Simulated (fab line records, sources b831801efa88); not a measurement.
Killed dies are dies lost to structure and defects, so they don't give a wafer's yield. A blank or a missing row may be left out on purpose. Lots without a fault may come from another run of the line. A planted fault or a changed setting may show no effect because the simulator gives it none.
Which tool did it? | flow sky130 | 6 lots, 18 wafers sampled, at 2 steps of a route of 708

WHAT THE GAUGES READ, wafer by wafer
SKY_VT_ADJUST_HVTR_TW_MEAS_11.
lot  | measured     | on            | VT_ADJUST_HVTR_TW
L318 | day 10 09:37 | film_metro-01 | 209.4 210.5 210.0
L323 | day 11 20:40 | film_metro-02 | 210.2 209.3 210.2
L325 | day 12 13:07 | film_metro-01 | 209.2 210.0 208.5
L328 | day 13 10:28 | film_metro-02 | 209.6 208.9 208.7
L332 | day 14 13:23 | film_metro-03 | 213.6 213.4 213.6
L338 | day 16 11:56 | film_metro-02 | 144.5 142.8 143.1

WHICH TOOL RAN EACH LOT (tool, then ch and the chambers of the sampled wafers, then the start)
lot  | SKY_VT_ADJUST_HVTR_IMPLANT_09
L318 | implanter-02 ch 0, day 10 09:22
L323 | implanter-01 ch 0, day 11 20:25
L325 | implanter-04 ch 0, day 12 12:52
L328 | implanter-04 ch 0, day 13 10:13
L332 | implanter-02 ch 0, day 14 13:08
L338 | implanter-04 ch 0, day 16 11:44
- SKY_VT_ADJUST_HVTR_IMPLANT_09

THE ANSWER, worked out from the rows above alone
Rule: what is usual is taken from the lots themselves. Put in order of their means at a reading, lots are off if they are a third of the lots or fewer, leave a main group of 4 or more, and stand apart from it by a gap of 3 or more times the standard deviation of the main group's means; of several such gaps the widest counts. A main group whose means are all the same, to the digits that the tables above print for the reading, isn't used. A lot without any number at a reading at which 4 lots or more have one is off too. The other lots that the step has rows for count as sound.
Off: L338, at SKY_VT_ADJUST_HVTR_TW_MEAS_11 (VT_ADJUST_HVTR_TW). The main group: mean 210.3, standard deviation 1.6.
A tool fits if, at a process step before that reading, it ran every lot that is off, and no sound lot after the first of them. The gauges at SKY_VT_ADJUST_HVTR_TW_MEAS_11 are tried like those tools. Can't be told from this: 2 tools fit, implanter-04 at SKY_VT_ADJUST_HVTR_IMPLANT_09, film_metro-02 at SKY_VT_ADJUST_HVTR_TW_MEAS_11.

WHAT THE SIMULATOR HAD PUT IN
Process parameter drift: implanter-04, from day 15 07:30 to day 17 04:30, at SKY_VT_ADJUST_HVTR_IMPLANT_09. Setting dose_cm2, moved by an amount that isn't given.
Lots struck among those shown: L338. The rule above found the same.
